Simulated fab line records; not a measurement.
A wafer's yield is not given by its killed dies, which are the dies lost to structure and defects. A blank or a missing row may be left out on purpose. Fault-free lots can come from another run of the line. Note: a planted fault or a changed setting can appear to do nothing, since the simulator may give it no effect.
fab line records	flow sky130
record lots=6	wafers=18	last-day=50
route steps=708 shown METAL1@446 VIA1@458 PAD_OPEN@708
lots that met no fault: taken from a fault-free run of the same line
start-h: the number of hours between the record's first day and the start of the first shown wafer of the lot	wait-h: hours elapsed since this lot's preceding step	" identical to the entry in the row above	L1.1+2: several wafers, shown together as one row	- no value present, or no start provided	* or withheld: withheld	< > ~ a bound
route shown NAME@n: a module of which the file shows steps, and the number in the route of the first	usual: mean/standard deviation taken from wafers without a fault	same: alike in all rows	chamber/n: place in a boat	sites: per-site readings	_std_site: their standard deviation	_edge_site: mean of outer sites minus mean of inner sites	radius-mm: for every site, how far away it sits from the centre of the wafer	mask NAME#n: copy n	behind: the most recent tool/chamber to have shaped the wafer	hold: what put the lot on hold/how long, in hours/how the hold closed	device: whichever transistor did not switch (one of n, p or np)	end of line: the same wafers' tests at the end of the route	where a step has no rows: the recipe by itself	killed: not the wafer's yield, but the dies lost to structure and defects at the first sort	map: a wafer's dies, x killed, . not, _ none there
set.NAME: the setting that was run; set.NAME@STEP: the one run at that earlier step	model.NAME: the simulator's own value behind a step, which no gauge read
certain route steps with their lots: each step a table, each wafer a row
services: the hour from which a tool's chamber was out of use, counted from the record's first day as start-h (under 0 if before that day), plus the number of hours and why
## steps
# step SKY_METAL1_EXPOSE_12
# recipe mask-id=MM1	na=0.8	source-shape=annular	sigma-inner=0.55	sigma-outer=0.85	target-cd-nm=140	dose-mj=28
# step SKY_METAL1_PEB_13
# recipe peb-temp-c=withheld	peb-time-s=withheld	resist=KrF-thick
# step SKY_METAL1_DEVELOP_14
# recipe develop-time-s=60	resist=KrF-thick	dev-temp-c=22
# step SKY_METAL1_CD_MEAS_15
# recipe target-cd-nm=140
# usual cd-nm=140.3/1.6
lot.wafer	tool	chamber	start-h	wait-h	cd-nm
L207.2	cd-sem-01	-	773.35	-	138.4
L207.4	"	-	"	"	139.1
L207.6	"	-	"	"	139.0
L209.2	cd-sem-02	-	786.43	-	139.9
L209.4	"	-	"	"	140.9
L209.5	"	-	"	"	141.9
L212.1	cd-sem-02	-	835.03	-	139.7
L212.2	"	-	"	"	139.6
L212.6	"	-	"	"	141.1
L216.1	cd-sem-02	-	863.95	-	140.7
L216.3	"	-	"	"	141.6
L216.4	"	-	"	"	140.6
L223.1	cd-sem-01	-	914.04	-	140.1
L223.4	"	-	"	"	139.7
L223.6	"	-	"	"	141.5
L226.1	cd-sem-02	-	920.96	-	138.5
L226.4	"	-	"	"	137.2
L226.6	"	-	"	"	138.0
# step SKY_METAL1_OVL_MEAS_16
# usual METAL1_OVL=3/5.3
lot.wafer	tool	chamber	start-h	wait-h	METAL1_OVL[nm]
L207.2	overlay-02	-	773.46	0.1	7
L207.4	"	-	"	"	3
L207.6	"	-	"	"	5
L209.2	overlay-02	-	786.53	0.1	-7
L209.4	"	-	"	"	1
L209.5	"	-	"	"	1
L212.1	overlay-01	-	835.15	0.1	0
L212.2	"	-	"	"	10
L212.6	"	-	"	"	8
L216.1	overlay-02	-	864.07	0.1	5
L216.3	"	-	"	"	6
L216.4	"	-	"	"	3
L223.1	overlay-01	-	914.16	0.1	1
L223.4	"	-	"	"	-3
L223.6	"	-	"	"	1
L226.1	overlay-02	-	921.08	0.1	3
L226.4	"	-	"	"	-6
L226.6	"	-	"	"	2
# step SKY_METAL1_DESCUM_17
# recipe chemistry=O2	source-power-w=150	bias-power-w=0	pressure-mtorr=10	temp-c=40	time-s=8
# usual chamber-pressure-mTorr=9.999/0.009	drypump-motor-current-A=5.86/0.19	oes-product-au=1.002/0.0068
lot.wafer	tool	chamber	start-h	wait-h	chamber-pressure-mTorr	drypump-motor-current-A	oes-product-au	rf-hours-counter-h
L207.2	rie-metal-04	0	773.49	0.0	10.004	6.14	1.019	12
L207.4	"	1	"	"	10.011	5.82	1.003	-
L207.6	"	1	"	"	9.992	5.78	1.005	-
L209.2	rie-metal-02	1	786.56	0.0	9.997	5.83	0.991	8
L209.4	"	1	"	"	10.005	5.81	0.999	-
L209.5	"	0	"	"	10.007	5.94	0.990	-
L212.1	rie-metal-01	0	835.19	0.0	9.996	6.08	1.007	12
L212.2	"	1	"	"	10.007	5.41	1.008	7
L212.6	"	1	"	"	9.997	5.39	1.009	-
L216.1	rie-metal-02	1	864.10	0.0	9.995	5.78	1.010	11
L216.3	"	1	"	"	9.988	5.82	1.003	-
L216.4	"	0	"	"	10.001	5.92	0.996	-
L223.1	rie-metal-02	0	914.20	0.0	10.004	5.89	0.999	14
L223.4	"	1	"	"	10.009	5.75	0.998	-
L223.6	"	1	"	"	10.001	5.81	0.999	-
L226.1	rie-metal-02	0	921.11	0.0	10.000	5.95	0.995	14
L226.4	"	0	"	"	9.983	5.91	1.003	-
L226.6	"	1	"	"	9.998	5.82	0.998	-
# step SKY_METAL1_ETCH_18
# recipe chemistry=N2/H2	target=BARC	ion-energy-ev=200	bias-w=100	pressure-mtorr=30	n2-flow-sccm=100	h2-flow-sccm=200	icp-w=500	stop-on=SiO2	time-s=45.9	target-depth-a=600
# usual bias-w=99.96/0.28	chamber-pressure-mTorr=30.001/0.027	drypump-motor-current-A=5.87/0.19	oes-product-au=0.854/0.0049	throttle-valve-pct=13.224/0.01
lot.wafer	tool	chamber	start-h	wait-h	bias-w	chamber-pressure-mTorr	drypump-motor-current-A	oes-product-au	rf-hours-counter-h	throttle-valve-pct
L207.2	rie-metal-04	0	773.52	0.0	99.97	30.016	6.11	0.858	12	13.215
L207.4	"	1	"	"	100.62	30.005	5.80	0.857	-	13.213
L207.6	"	1	"	"	99.91	29.977	5.81	0.849	-	13.227
L209.2	rie-metal-02	1	786.60	0.0	100.20	29.993	5.81	0.856	8	13.248
L209.4	"	1	"	"	99.85	29.989	5.81	0.853	-	13.223
L209.5	"	0	"	"	99.86	30.048	5.95	0.850	-	13.215
L212.1	rie-metal-01	0	835.22	0.0	99.83	29.985	6.03	0.860	12	13.223
L212.2	"	1	"	"	99.67	29.937	5.41	0.852	7	13.217
L212.6	"	1	"	"	99.73	29.980	5.41	0.849	-	13.233
L216.1	rie-metal-02	1	864.13	0.0	100.07	29.968	5.85	0.852	11	13.214
L216.3	"	1	"	"	100.23	29.957	5.81	0.862	-	13.217
L216.4	"	0	"	"	99.62	30.016	5.94	0.846	-	13.221
L223.1	rie-metal-02	0	914.23	0.0	100.04	29.989	5.92	0.859	14	13.235
L223.4	"	1	"	"	100.04	29.957	5.83	0.855	-	13.218
L223.6	"	1	"	"	100.26	30.047	5.80	0.849	-	13.223
L226.1	rie-metal-02	0	921.15	0.0	99.82	30.008	5.91	0.856	14	13.242
L226.4	"	0	"	"	100.04	30.048	5.92	0.848	-	13.201
L226.6	"	1	"	"	99.68	29.976	5.81	0.856	-	13.230
# step SKY_METAL1_METAL_ETCH_19
# recipe target-depth-a=3600	stop-on=SiO2	over-etch-frac=0.3	time-s=78	chemistry=Cl2/BCl3	resist-sidewall-deg=88	pressure-mtorr=10	icp-w=900	bias-w=48.5	Cl2_flow_sccm=60	bcl3-flow-sccm=30
# usual bias-w=48.50/0.15	chamber-pressure-mTorr=10.000/0.0097	drypump-motor-current-A=5.86/0.19	oes-product-au=0.855/0.0052	throttle-valve-pct=22.266/0.009
lot.wafer	tool	chamber	start-h	wait-h	bias-w	chamber-pressure-mTorr	drypump-motor-current-A	oes-product-au	rf-hours-counter-h	throttle-valve-pct
L207.2	rie-metal-04	0	773.58	0.0	48.43	9.996	6.08	0.848	12	22.264
L207.4	"	1	"	"	48.39	10.010	5.78	0.855	-	22.266
L207.6	"	1	"	"	48.36	9.990	5.78	0.846	-	22.271
L209.2	rie-metal-02	1	786.66	0.0	48.34	9.995	5.78	0.853	8	22.265
L209.4	"	1	"	"	48.39	10.006	5.79	0.852	-	22.270
L209.5	"	0	"	"	48.50	9.989	5.87	0.852	-	22.279
L212.1	rie-metal-01	0	835.28	0.0	48.42	10.002	6.04	0.849	12	22.270
L212.2	"	1	"	"	48.45	10.010	5.40	0.851	7	22.257
L212.6	"	1	"	"	48.37	10.020	5.41	0.849	-	22.256
L216.1	rie-metal-02	1	864.20	0.0	48.52	10.015	5.84	0.857	11	22.267
L216.3	"	1	"	"	48.57	10.002	5.81	0.853	-	22.263
L216.4	"	0	"	"	48.60	10.018	5.95	0.858	-	22.267
L223.1	rie-metal-02	0	914.29	0.0	48.52	10.007	5.91	0.848	14	22.272
L223.4	"	1	"	"	48.57	9.993	5.79	0.860	-	22.273
L223.6	"	1	"	"	48.55	9.995	5.83	0.854	-	22.264
L226.1	rie-metal-02	0	921.21	0.0	48.45	10.009	5.90	0.846	14	22.256
L226.4	"	0	"	"	48.41	9.985	5.90	0.849	-	22.267
L226.6	"	1	"	"	48.47	9.991	5.82	0.855	-	22.261
# step SKY_METAL1_STRIP_20
# recipe chemistry=O2/N2	power-w=1400	pressure-mtorr=1500	platen-temp-c=withheld	o2-flow-sccm=3000	n2-flow-sccm=300	overash-fraction=0.5
# usual chamber-pressure-mTorr=1499.9/1.4	drypump-motor-current-A=5.5/0.37	oes-product-au=0.342/0.0047	strip-time-to-endpoint-s=2.676/0.03
lot.wafer	tool	chamber	start-h	wait-h	chamber-pressure-mTorr	drypump-motor-current-A	oes-product-au	rf-hours-counter-h	strip-time-to-endpoint-s
L207.2	plasma-asher-04	1	773.67	0.1	1500.9	5.2	0.349	3	2.633
L207.4	"	1	"	"	1498.6	5.2	0.348	-	2.727
L207.6	"	0	"	"	1497.7	5.7	0.347	-	2.732
L209.2	plasma-asher-01	1	786.75	0.1	1498.7	5.7	0.345	69	2.633
L209.4	"	1	"	"	1500.2	5.7	0.349	-	2.674
L209.5	"	1	"	"	1498.9	5.7	0.347	-	2.661
L212.1	plasma-asher-01	1	835.37	0.1	1501.4	5.7	0.345	74	2.670
L212.2	"	0	"	"	1501.6	4.9	0.350	74	2.653
L212.6	"	0	"	"	1499.4	4.9	0.339	-	2.715
L216.1	plasma-asher-04	0	864.29	0.1	1501.0	5.7	0.344	12	2.678
L216.3	"	1	"	"	1502.7	5.2	0.343	-	2.679
L216.4	"	0	"	"	1497.6	5.8	0.346	-	2.665
L223.1	plasma-asher-01	0	914.38	0.1	1500.3	4.9	0.345	81	2.624
L223.4	"	0	"	"	1500.0	4.9	0.335	-	2.640
L223.6	"	0	"	"	1500.2	4.9	0.335	-	2.661
L226.1	plasma-asher-01	1	921.30	0.1	1501.7	5.7	0.343	82	2.667
L226.4	"	1	"	"	1500.1	5.7	0.348	-	2.671
L226.6	"	0	"	"	1499.1	5.0	0.345	-	2.705
# step SKY_METAL1_STRIP_21
# recipe chemistry=post-etch-residue-remover	time-s=1200	temp-c=72.5
# step SKY_METAL1_CLEAN_22
# recipe chemistry=IPA	time-s=180	temp-c=25
# step SKY_METAL1_CLEAN_23
# recipe chemistry=O3/DIW	dry=n2-spin
# step SKY_VIA1_HDPCVD_00
# recipe material=SiO2	target-thk-nm=1030	sigma-open-frac=0.3	time-s=171.7	temp-c=400	sih4-flow-sccm=60	pressure-mtorr=6
lot.wafer	tool	chamber	start-h	wait-h	model.SiO2_of_VIA1_HDPCVD_00.thk-nm
L207.2	hdpcvd-01	0	774.33	0.0	1042
L207.4	"	0	"	"	1053
L207.6	"	1	"	"	1033
L209.2	hdpcvd-02	1	787.34	0.0	1037
L209.4	"	0	"	"	1028
L209.5	"	2	"	"	1040
L212.1	hdpcvd-01	0	835.96	0.0	682.3
L212.2	"	1	"	"	1018
L212.6	"	2	"	"	1032
L216.1	hdpcvd-01	0	864.88	0.0	687.4
L216.3	"	2	"	"	1033
L216.4	"	2	"	"	1031
L223.1	hdpcvd-02	2	915.01	0.0	1009
L223.4	"	2	"	"	1017
L223.6	"	0	"	"	1005
L226.1	hdpcvd-02	2	921.93	0.0	1024
L226.4	"	2	"	"	1034
L226.6	"	1	"	"	1029
# step SKY_VIA1_THK_MEAS_01
# recipe reads=SiO2_of_VIA1_HDPCVD_00
# usual VIA1_HDPCVD_THK=1033/9.9
lot.wafer	tool	chamber	start-h	wait-h	VIA1_HDPCVD_THK[nm]
L207.2	film-metro-01	-	774.45	0.1	1043
L207.4	"	-	"	"	1053
L207.6	"	-	"	"	1033
L209.2	film-metro-03	-	787.46	0.1	1037
L209.4	"	-	"	"	1028
L209.5	"	-	"	"	1040
L212.1	film-metro-01	-	836.08	0.1	682
L212.2	"	-	"	"	1018
L212.6	"	-	"	"	1032
L216.1	film-metro-01	-	865.00	0.1	688
L216.3	"	-	"	"	1033
L216.4	"	-	"	"	1030
L223.1	film-metro-01	-	915.12	0.1	1009
L223.4	"	-	"	"	1018
L223.6	"	-	"	"	1006
L226.1	film-metro-01	-	922.04	0.1	1024
L226.4	"	-	"	"	1034
L226.6	"	-	"	"	1030
# step SKY_VIA1_CMP_02
# recipe material=SiO2	down-force-psi=4	platen-rpm=60	pad-velocity-m-s=0.94248
# usual motor-current-A=12.3/0.95
lot.wafer	tool	chamber	start-h	wait-h	motor-current-A
L207.2	cmp-02	2	774.50	0.0	13.5
L207.4	"	0	"	"	12.9
L207.6	"	3	"	"	12.7
L209.4	cmp-01	1	787.51	0.0	12.1
L209.2	"	0	"	"	12.3
L209.5	"	2	"	"	12.4
L212.2	cmp-01	3	836.14	0.0	12.5
L212.1	"	2	"	"	12.3
L212.6	"	0	"	"	11.1
L216.4	cmp-02	2	865.06	0.0	13.1
L216.3	"	3	"	"	12.7
L216.1	"	1	"	"	10.1
L223.1	cmp-01	2	915.66	0.5	12.5
L223.4	"	1	"	"	12.2
L223.6	"	3	"	"	12.5
L226.4	cmp-01	2	922.20	0.1	13.3
L226.1	"	3	"	"	12.9
L226.6	"	0	"	"	12.0
# step SKY_PAD_OPEN_PROBE_99
# usual defect-limited-yield=82.1/1.8	killed_at_M0_to_M3=44/6.2	killed_at_M4_up=3.3/1.8	killed-at-contacts=25/5.8	killed-at-front-end=15/4	killed-at-other=0.3/0.49	killed-dies=88/8.8	killed-open=48/6.5	killed-short=39/6.3	sort_bin_3_pad_short=0.9/0.41	sort_bin_5_function=10.6/1.4	sort_bin_6_memory=6.4/1.1	sort-n-pass=404/8.8	sort-yield-pct=82.1/1.8
# same gross-dies=492	killed-at-back-side=0	sort_bin_4_leakage[%]=0	sort_bin_8_speed[%]=0
lot.wafer	tool	chamber	start-h	wait-h	defect-limited-yield[%]	killed_at_M0_to_M3	killed_at_M4_up	killed-at-contacts	killed-at-front-end	killed-at-other	killed-dies	killed-open	killed-short	sort_bin_3_pad_short[%]	sort_bin_5_function[%]	sort_bin_6_memory[%]	sort-n-pass	sort-yield-pct[%]
L216.1	prober-01	-	1153.06	0.1	82.3	46	2	24	14	1	87	54	33	1.0	10.0	6.7	405	82.3
L216.3	prober-01	-	1153.16	0.2	83.9	43	4	20	12	0	79	47	32	0.8	9.1	6.1	413	83.9
L216.4	prober-01	-	1153.21	0.2	80.3	51	3	26	17	0	97	57	40	0.8	10.8	8.1	395	80.3
# killed by level:class
L216.1 VIA2:geometric-particle:open=13 CONTACT:geometric-particle:open=13 VIA1:geometric-particle:open=7 VIA1:geometric-particle:short=7 FIELD_ISO:geometric-particle:short=6 VIA3:geometric-particle:open=6 CONTACT:geometric-particle:short=5 FIELD_ISO:geometric-particle:open=4
L216.3 CONTACT:geometric-particle:open=10 VIA2:geometric-particle:open=9 VIA1:geometric-particle:open=7 METAL1:geometric-particle:short=6 LI_CONTACT:geometric-particle:open=5 FIELD_ISO:geometric-particle:short=4 POLY_GATE:geometric-particle:short=4 VIA3:geometric-particle:open=4
L216.4 VIA2:geometric-particle:open=12 CONTACT:geometric-particle:open=11 VIA3:geometric-particle:open=11 VIA1:geometric-particle:open=10 FIELD_ISO:geometric-particle:open=6 CONTACT:geometric-particle:short=6 FIELD_ISO:geometric-particle:short=4 LOCAL_INTERCONNECT:geometric-particle:short=4
## services
tool	chamber	start-h	hours	kind
plasma-asher-04	-	751.52	1.1	repair
hdpcvd-01	1	762.62	5.5	repair
plasma-asher-01	-	784.75	0.7	repair
hdpcvd-01	-	790.75	2.8	pm
plasma-asher-04	-	791.93	2.8	repair
cmp-02	-	801.44	1.0	repair
plasma-asher-01	-	829.92	0.3	repair
cmp-02	-	845.36	4.0	pm
rie-metal-04	-	854.00	4.0	pm
rie-metal-01	1	855.46	4.4	repair
plasma-asher-01	-	859.56	0.9	repair
cmp-01	-	864.84	4.7	pm
rie-metal-04	-	876.62	2.8	pm
rie-metal-04	0	880.25	-	clean
rie-metal-04	0	880.25	25.7	scheduled-down
rie-metal-04	0	880.25	25.7	vent-cycle
plasma-asher-04	-	885.34	2.8	pm
rie-metal-04	1	905.93	-	clean
rie-metal-04	1	905.93	25.1	scheduled-down
rie-metal-04	1	905.93	25.1	vent-cycle
cmp-02	-	912.00	4.0	pm
cmp-02	-	914.44	0.7	repair
cmp-02	-	916.00	-	consumable-replace:conditioner
cmp-02	-	917.88	1.2	repair
## key
first-sign step=SKY_VIA1_THK_MEAS_01	reading=VIA1_HDPCVD_THK	direction=down	sigmas=35	usual=1033	struck=685
effect none on later readings
model-effect step=SKY_VIA1_HDPCVD_00	value=SiO2_of_VIA1_HDPCVD_00.thk-nm	without=1035	struck=684.8
met-at SKY_VIA1_HDPCVD_00
struck-wafers L212.1,L216.1
onset-between 774.33 835.96
fault kind=process-parameter-drift	tool=hdpcvd-01	chamber=0	onset-h=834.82	steps=SKY_VIA1_HDPCVD_00	channel=target-thk-nm	offset=-350.27	shape=step	end-h=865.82	acts-in=these-recipes-only	stated=1030
